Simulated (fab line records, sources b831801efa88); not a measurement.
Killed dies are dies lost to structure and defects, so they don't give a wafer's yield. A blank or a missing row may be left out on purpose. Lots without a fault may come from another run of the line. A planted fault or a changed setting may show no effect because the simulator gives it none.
One fault seen from 2 desks | flow sky130 | each desk has only its own numbers; what lay behind them comes last

THE METROLOGY DESK
What the gauges read, lot by lot, whatever tool the lot ran on: means of the sampled wafers that have a number. A lot is out of limits, marked OUT, if its mean lies more than 4 standard deviations from the usual mean; the brackets give that distance.
Columns: A = GATE_OXIDE_OXIDATION_00_THK at SKY_GATE_OXIDE_THK_MEAS_02, usual 10.23 nm; B = GATE_OXIDE_OVL at SKY_GATE_OXIDE_OVL_MEAS_10, usual 0.1 nm
lot  | first seen here | A     | B
L299 | day 13 02:01    | 10.23 | 1.6
L301 | day 14 01:19    | 10.01 | -0.2
L302 | day 14 02:35    | 10.04 | 0.9
L303 | day 14 12:23    | 9.92  | -0.1
L304 | day 14 18:47    | 9.88  | 1.2
L311 | day 17 00:24    | 10.47 | -0.2
L312 | day 17 14:13    | 10.00 | -0.6
L313 | day 18 03:52    | 9.95  | 1.0
L316 | day 19 10:58    | 10.65 | -0.1
L317 | day 19 11:16    | 10.44 | -0.2
L319 | day 20 05:19    | 10.36 | 1.2
L321 | day 20 18:18    | 10.51 | 0.7
This desk's finding: nothing out of limits on any of the 12 lots.

THE TOOL OWNER'S DESK: rie_metal-01
The tool's own readings at SKY_LOCAL_INTERCONNECT_ETCH_13 (etches BARC in N2/H2, stops on SiO2, time 45.9 s, target depth 60 nm): means of the sampled wafers that have a number, for each lot that ran on this tool. A lot is out of limits, marked OUT, if its mean lies more than 4 standard deviations from the usual mean; the brackets give that distance.
Columns: A = drypump_motor_current_A at SKY_LOCAL_INTERCONNECT_ETCH_13, usual 6.0 A; B = oes_product_au at SKY_LOCAL_INTERCONNECT_ETCH_13, usual 0.855 a.u.; C = throttle_valve_pct at SKY_LOCAL_INTERCONNECT_ETCH_13, usual 13.225 %
lot  | first seen here | A   | B     | C
L301 | day 31 23:29    | 5.3 | 0.855 | 13.227
L303 | day 32 03:01    | 5.4 | 0.853 | 13.222
L304 | day 32 09:46    | 5.4 | 0.850 | 13.223
L311 | day 34 17:05    | 5.5 | 0.856 | 13.217
L312 | day 34 21:44    | 5.4 | 0.854 | 13.225
L313 | day 35 10:13    | 5.4 | 0.851 | 13.215
This desk's finding: nothing out of limits on any of the 6 lots.

PUT TOGETHER
The metrology desk saw nothing out of limits.
The tool owner's desk saw nothing out of limits.

WHAT THE SIMULATOR HAD PUT IN
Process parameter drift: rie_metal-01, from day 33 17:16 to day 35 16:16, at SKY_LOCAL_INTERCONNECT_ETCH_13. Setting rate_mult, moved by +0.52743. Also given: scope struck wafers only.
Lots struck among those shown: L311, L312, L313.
